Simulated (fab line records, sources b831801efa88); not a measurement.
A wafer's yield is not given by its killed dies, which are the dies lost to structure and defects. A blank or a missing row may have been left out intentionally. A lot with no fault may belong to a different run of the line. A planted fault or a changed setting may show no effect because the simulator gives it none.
Struck lot and sound lot, side by side | flow sky130 | 15 out of 708 route steps
Sound: these wafers, L814.2, L814.3, L814.6. The struck wafers were L815.1, L815.3, L815.5. The cause comes at the end.
Order at every step that has rows: each side's tool, ch and its chambers, its first start. Under that, the readings that differ: sound wafers | struck wafers | difference of the means | sigmas: that difference in standard deviations of wafers without a fault.
alike: a reading whose means differ by less than 2 such deviations, as well as words and numbers matching on both sides. not compared: withheld readings; readings where some wafer has no value; bounds like >300 that might hide an equal value; numbers whose values overlap and for which the record gives no deviation.
The two part at a step that has a row with sigmas, a row that says differs or no value, or rows on one side only. Numbers that don't overlap but have no deviation are shown without sigmas and don't part them. Lack of a reading on every wafer of one side parts them only where that side has two or more wafers.

first, 4 steps without rows for these wafers: SKY_VIA2_SOFTBAKE_08 (time 90 s); SKY_VIA2_EXPOSE_09 (exposes mask VIM2, target cd 200 nm); SKY_VIA2_PEB_10; SKY_VIA2_DEVELOP_11 (develop time 60 s).
SKY_VIA2_CD_MEAS_12: the cd target is 200 nm.
  sound: cdSem-01 at day 39 22:10; struck: cdSem-02 at day 40 13:18
  alike: cdNm
SKY_VIA2_OVL_MEAS_13:
  sound: overlay-02 at day 39 22:16; struck: overlay-01 at day 40 13:25
  alike: VIA2_OVL
SKY_VIA2_ETCH_14: etches BARC in N2/H2, stops on SiO2, time 45.9 s, target depth 60 nm.
  sound on rieDiel-04 ch 0,2,3, day 39 22:18; struck on rieDiel-01 ch 0,1,2, day 40 13:27
  alike: drypumpMotorCurrentA, oesProductAu, throttleValvePct
  not compared: rfHoursCounterH
SKY_VIA2_ETCH_15: etches SiO2 in C4F8/O2/Ar, stops on TiN, target depth 546 nm, time 85.76 s.
  sound on rieDiel-04 ch 0,2,3, day 39 22:20; struck on rieDiel-01 ch 0,1,2, day 40 13:29
  alike: oesProductAu
  not compared: rfHoursCounterH
SKY_VIA2_STRIP_16: strips in O2/N2.
  sound on plasmaAsher-03 ch 0,1, day 39 22:25; struck on plasmaAsher-03 ch 0,1, day 40 13:34
  alike: drypumpMotorCurrentA, oesProductAu, stripTimeToEndpointS
  not compared: rfHoursCounterH
then, 3 steps without rows for these wafers: SKY_VIA2_STRIP_17 (strips in post etch residue remover, time 1200 s); SKY_VIA2_CLEAN_18 (cleans in IPA, time 180 s); SKY_VIA2_CLEAN_19 (cleans in O3/DIW).
SKY_VIA2_SPUTTER_20: material TiN, target thk 20 nm, time 80 s.
  sound: pvdSputter-04 at day 39 23:02; struck: pvdSputter-03 at day 40 14:34
reading                                 | sound             | struck            | difference | sigmas
model.TiN_of_VIA2_SPUTTER_20.thkNm (nm) | 20.16 19.93 20.03 | 21.07 21.27 21.18 | +1.13      | 
  alike: throttleValvePct
SKY_VIA2_CVD_21: deposits W, target thk 420 nm, time 126.4 s.
  sound on cvdW-02 ch 1, day 39 23:06; struck on cvdW-01 ch 0,1, day 40 14:37
  alike: heaterPowerW
SKY_PAD_OPEN_PROBE_99:
  sound wafers here have rows in the record (prober-01, day 48 15:31); struck ones have none

== WHERE THEY PART ==
Only at SKY_PAD_OPEN_PROBE_99, within this record.

WHY: what had been put in by the simulator
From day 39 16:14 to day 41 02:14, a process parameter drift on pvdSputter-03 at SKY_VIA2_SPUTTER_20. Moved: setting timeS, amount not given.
